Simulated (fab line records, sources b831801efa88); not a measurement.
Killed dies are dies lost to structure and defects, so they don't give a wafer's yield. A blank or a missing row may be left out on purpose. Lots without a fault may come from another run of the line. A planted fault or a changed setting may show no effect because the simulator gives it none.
Chamber matching | flow gf180mcu | GF_V4_CVD_02 on pecvd-04: 3 sister chambers
The step deposits SiO2 from TEOS, target thk 850 nm, time 94.851 s. 14 wafers are shown with their chamber, then 7 later ones without.

WAFERS WITH THEIR CHAMBER
wafer  | chamber | heater_power_w (W)
L273.2 | 1       | 568
L273.4 | 2       | 595
L273.5 | 1       | 617
L279.1 | 2       | 600
L279.4 | 1       | 668
L279.5 | 2       | 654
L281.1 | 2       | 644
L281.4 | 2       | 678
L281.6 | 0       | 687
L283.4 | 1       | 526
L283.5 | 2       | 694
L283.6 | 0       | 635
L286.3 | 0       | 675
L286.5 | 2       | 692

SIGNATURES (means of the wafers above)
reading        | chamber 0 | chamber 1 | chamber 2 | scatter within a chamber
heater_power_w | 665.67    | 594.75    | 651.00    | 45.6
Rule: a wafer's distance from a chamber is the root of the sum, over the readings, of the square of ((its reading less the chamber's mean) divided by the reading's scatter). The wafer belongs to the nearest chamber; if the next one is less than 2 further off, it can't be placed. The scatter: the root of (the sum of the squares of (reading less its chamber's mean) over the shown wafers, divided by (wafers less chambers)).

WAFERS WITHOUT THEIR CHAMBER
wafer  | heater_power_w (W)
L286.6 | 660
L288.1 | 643
L288.4 | 656
L288.6 | 706
L291.1 | 636
L291.4 | 667
L291.5 | 607

WHICH CHAMBER EACH WENT THROUGH
wafer  | from the rows above          | in truth
L286.6 | can't be placed: 0 or 2 or 1 | 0
L288.1 | can't be placed: 2 or 0 or 1 | 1
L288.4 | can't be placed: 2 or 0 or 1 | 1
L288.6 | can't be placed: 0 or 2 or 1 | 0
L291.1 | can't be placed: 2 or 0 or 1 | 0
L291.4 | can't be placed: 0 or 2 or 1 | 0
L291.5 | can't be placed: 1 or 2 or 0 | 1
Placed correctly: 0 of 7. Can't be placed from these rows: 7 (the true chamber is among the candidates in 7). Placed wrongly: 0.
